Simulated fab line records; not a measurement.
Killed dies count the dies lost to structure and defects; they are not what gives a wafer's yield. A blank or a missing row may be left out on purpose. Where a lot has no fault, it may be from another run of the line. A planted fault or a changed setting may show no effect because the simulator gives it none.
Which tool did it? :: flow sfq_line :: 14 lots with 42 wafers sampled at 2 steps, on a route of 325 steps

== WHAT THE GAUGES READ, wafer by wafer ==
SFQ_M6_OVL_MEAS_940. Usual: M6_OVL gives 2 nm (standard deviation 5).
lot: L807
measured: day 77 15:58
on: overlay-02
M6_OVL (nm): 3 2 8
flag: 

lot: L808
measured: day 77 18:22
on: overlay-02
M6_OVL (nm): 3 6 2
flag: 

lot: L810
measured: day 77 20:46
on: overlay-02
M6_OVL (nm): 5 7 6
flag: 

lot: L813
measured: day 78 18:20
on: overlay-01
M6_OVL (nm): 8 9 10
flag: 

lot: L814
measured: day 79 00:20
on: overlay-02
M6_OVL (nm): -6 7 0
flag: 

lot: L817
measured: day 80 05:22
on: overlay-02
M6_OVL (nm): 2 7 -8
flag: 

lot: L820
measured: day 81 14:43
on: overlay-01
M6_OVL (nm): 2 1 6
flag: 

lot: L821
measured: day 81 17:08
on: overlay-01
M6_OVL (nm): 6 0 6
flag: 

lot: L822
measured: day 82 03:56
on: overlay-01
M6_OVL (nm): -1 -1 0
flag: 

lot: L824
measured: day 82 20:41
on: overlay-01
M6_OVL (nm): -6 2 -2
flag: 

lot: L826
measured: day 84 20:26
on: overlay-01
M6_OVL (nm): -1 5 4
flag: 

lot: L827
measured: day 86 06:17
on: overlay-02
M6_OVL (nm): -3 -5 1
flag: 

lot: L828
measured: day 86 07:26
on: overlay-02
M6_OVL (nm): -2 3 -2
flag: 

lot: L829
measured: day 86 09:50
on: overlay-02
M6_OVL (nm): 5 10 4
flag: 

== WHICH TOOL RAN EACH LOT (tool, then ch and the chambers of the sampled wafers, then the start) ==
lot: L807
SFQ_TRILAYER_A5C_DEP_PECVD_142: pecvd-03 ch 0,1, day 76 03:22

lot: L808
SFQ_TRILAYER_A5C_DEP_PECVD_142: pecvd-01 ch 0,2, day 76 05:17

lot: L810
SFQ_TRILAYER_A5C_DEP_PECVD_142: pecvd-04 ch 0,1, day 76 14:06

lot: L813
SFQ_TRILAYER_A5C_DEP_PECVD_142: pecvd-03 ch 1,2, day 78 09:01

lot: L814
SFQ_TRILAYER_A5C_DEP_PECVD_142: pecvd-04 ch 1,2, day 78 12:27

lot: L817
SFQ_TRILAYER_A5C_DEP_PECVD_142: pecvd-03 ch 0,2, day 79 18:27

lot: L820
SFQ_TRILAYER_A5C_DEP_PECVD_142: pecvd-04 ch 0,2, day 81 00:27

lot: L821
SFQ_TRILAYER_A5C_DEP_PECVD_142: pecvd-01 ch 0,2, day 81 02:51

lot: L822
SFQ_TRILAYER_A5C_DEP_PECVD_142: pecvd-03 ch 0,1, day 81 06:27

lot: L824
SFQ_TRILAYER_A5C_DEP_PECVD_142: pecvd-01 ch 1,2, day 81 08:51

lot: L826
SFQ_TRILAYER_A5C_DEP_PECVD_142: pecvd-04 ch 0,1, day 81 14:51

lot: L827
SFQ_TRILAYER_A5C_DEP_PECVD_142: pecvd-03 ch 0,1,2, day 81 16:03

lot: L828
SFQ_TRILAYER_A5C_DEP_PECVD_142: pecvd-01 ch 1,2, day 81 17:15

lot: L829
SFQ_TRILAYER_A5C_DEP_PECVD_142: pecvd-03 ch 0,1,2, day 81 19:40
- SFQ_TRILAYER_A5C_DEP_PECVD_142: deposits SiO2 from SiH4/N2O, time 15.556 s, target thk 70 nm.

== WHAT THE TOOLS THEMSELVES READ (means of the sampled wafers that have a number; where no wafer has one, the mark that the record gives instead) ==
SFQ_TRILAYER_A5C_DEP_PECVD_142. Usual: chamber_pressure_Torr 2.400 Torr, standard deviation 0.0049; heater_power_w 74 W, standard deviation 11; throttle_valve_pct 25.5 %, standard deviation 2.
lot: L807
tool: pecvd-03
chamber_pressure_Torr (Torr): 2.402
heater_power_w (W): 77
throttle_valve_pct (%): 23.3
flag: 

lot: L808
tool: pecvd-01
chamber_pressure_Torr (Torr): 2.400
heater_power_w (W): 65
throttle_valve_pct (%): 28.1
flag: 

lot: L810
tool: pecvd-04
chamber_pressure_Torr (Torr): 2.398
heater_power_w (W): 94
throttle_valve_pct (%): 23.6
flag: 

lot: L813
tool: pecvd-03
chamber_pressure_Torr (Torr): 2.404
heater_power_w (W): 69
throttle_valve_pct (%): 26.1
flag: 

lot: L814
tool: pecvd-04
chamber_pressure_Torr (Torr): 2.400
heater_power_w (W): 75
throttle_valve_pct (%): 24.2
flag: 

lot: L817
tool: pecvd-03
chamber_pressure_Torr (Torr): 2.403
heater_power_w (W): 75
throttle_valve_pct (%): 24.7
flag: 

lot: L820
tool: pecvd-04
chamber_pressure_Torr (Torr): 2.403
heater_power_w (W): 80
throttle_valve_pct (%): 24.4
flag: 

lot: L821
tool: pecvd-01
chamber_pressure_Torr (Torr): 2.398
heater_power_w (W): 67
throttle_valve_pct (%): 28.0
flag: 

lot: L822
tool: pecvd-03
chamber_pressure_Torr (Torr): 2.394
heater_power_w (W): 77
throttle_valve_pct (%): 23.6
flag: 

lot: L824
tool: pecvd-01
chamber_pressure_Torr (Torr): 2.402
heater_power_w (W): 68
throttle_valve_pct (%): 26.7
flag: 

lot: L826
tool: pecvd-04
chamber_pressure_Torr (Torr): 2.398
heater_power_w (W): 91
throttle_valve_pct (%): 24.0
flag: 

lot: L827
tool: pecvd-03
chamber_pressure_Torr (Torr): 2.403
heater_power_w (W): 72
throttle_valve_pct (%): 25.9
flag: 

lot: L828
tool: pecvd-01
chamber_pressure_Torr (Torr): 2.402
heater_power_w (W): 73
throttle_valve_pct (%): 26.1
flag: 

lot: L829
tool: pecvd-03
chamber_pressure_Torr (Torr): 2.404
heater_power_w (W): 68
throttle_valve_pct (%): 25.6
flag: 

== THE ANSWER, worked out from the rows above alone ==
Rule: take the mean of a lot's wafers that have a number; if it is more than 3 standard deviations from the usual mean, the lot is off. Also off: a lot with no number at a reading for which 4 or more lots have one. All remaining lots with rows at the step are treated as sound. First the gauges in route order, then the tools' own readings, where a lot's mean is used as printed above. The first step at which some lot is off is used, and at that step the reading that is off furthest; a lot without a number counts as furthest.
No lot is off at any reading shown: from this, nothing can be told.

== WHAT WAS PUT IN BY THE SIMULATOR ==
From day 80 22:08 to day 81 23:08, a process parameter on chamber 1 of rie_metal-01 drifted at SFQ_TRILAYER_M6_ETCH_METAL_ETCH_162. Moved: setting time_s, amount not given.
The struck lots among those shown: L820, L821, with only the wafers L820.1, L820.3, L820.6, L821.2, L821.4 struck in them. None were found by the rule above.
